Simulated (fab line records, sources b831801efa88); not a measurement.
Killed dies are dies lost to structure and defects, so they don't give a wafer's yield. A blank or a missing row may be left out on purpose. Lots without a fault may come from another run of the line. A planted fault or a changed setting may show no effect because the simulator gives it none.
One fault seen from 2 desks | flow gf180mcu | each desk has only its own numbers; what lay behind them comes last

THE TOOL OWNER'S DESK: pvd_sputter-01
The tool's own readings at GF_MIM_SPUTTER_07 (material TiN, target thk 60 nm, time 50 s): means of the sampled wafers that have a number, for each lot that ran on this tool. A lot is out of limits, marked OUT, if its mean lies more than 4 standard deviations from the usual mean; the brackets give that distance.
Columns: A = throttle_valve_pct at GF_MIM_SPUTTER_07, usual 29.8 %
lot  | first seen here | A
L162 | day 27 12:04    | 31.2
L164 | day 28 02:19    | 30.0
L169 | day 29 17:20    | 29.9
This desk's finding: nothing out of limits on any of the 3 lots.

THE METROLOGY DESK
What the gauges read, lot by lot, whatever tool the lot ran on: means of the sampled wafers that have a number. A lot is out of limits, marked OUT, if its mean lies more than 4 standard deviations from the usual mean; the brackets give that distance.
Columns: A = V4_W_RS at GF_V4_RS_MEAS_24, usual 0.3276 ohm/sq; B = V4_W_THK at GF_V4_THK_MEAS_25, usual 348 nm; C = MIM_CVD_05_THK at GF_MIM_THK_MEAS_06, usual 41.9 nm
lot  | first seen here | A      | B   | C
L155 | day 25 11:11    | 0.3294 | 345 | 41.3
L162 | day 27 11:19    | 0.3312 | 348 | 41.8
L164 | day 28 01:34    | 0.3263 | 345 | 41.8
L165 | day 28 10:46    | 0.3317 | 340 | 42.0
L169 | day 29 16:08    | 0.3263 | 354 | 42.1
L173 | day 30 17:41    | 0.3283 | 350 | 42.1
This desk's finding: nothing out of limits on any of the 6 lots.

PUT TOGETHER
The tool owner's desk saw nothing out of limits.
The metrology desk saw nothing out of limits.

WHAT THE SIMULATOR HAD PUT IN
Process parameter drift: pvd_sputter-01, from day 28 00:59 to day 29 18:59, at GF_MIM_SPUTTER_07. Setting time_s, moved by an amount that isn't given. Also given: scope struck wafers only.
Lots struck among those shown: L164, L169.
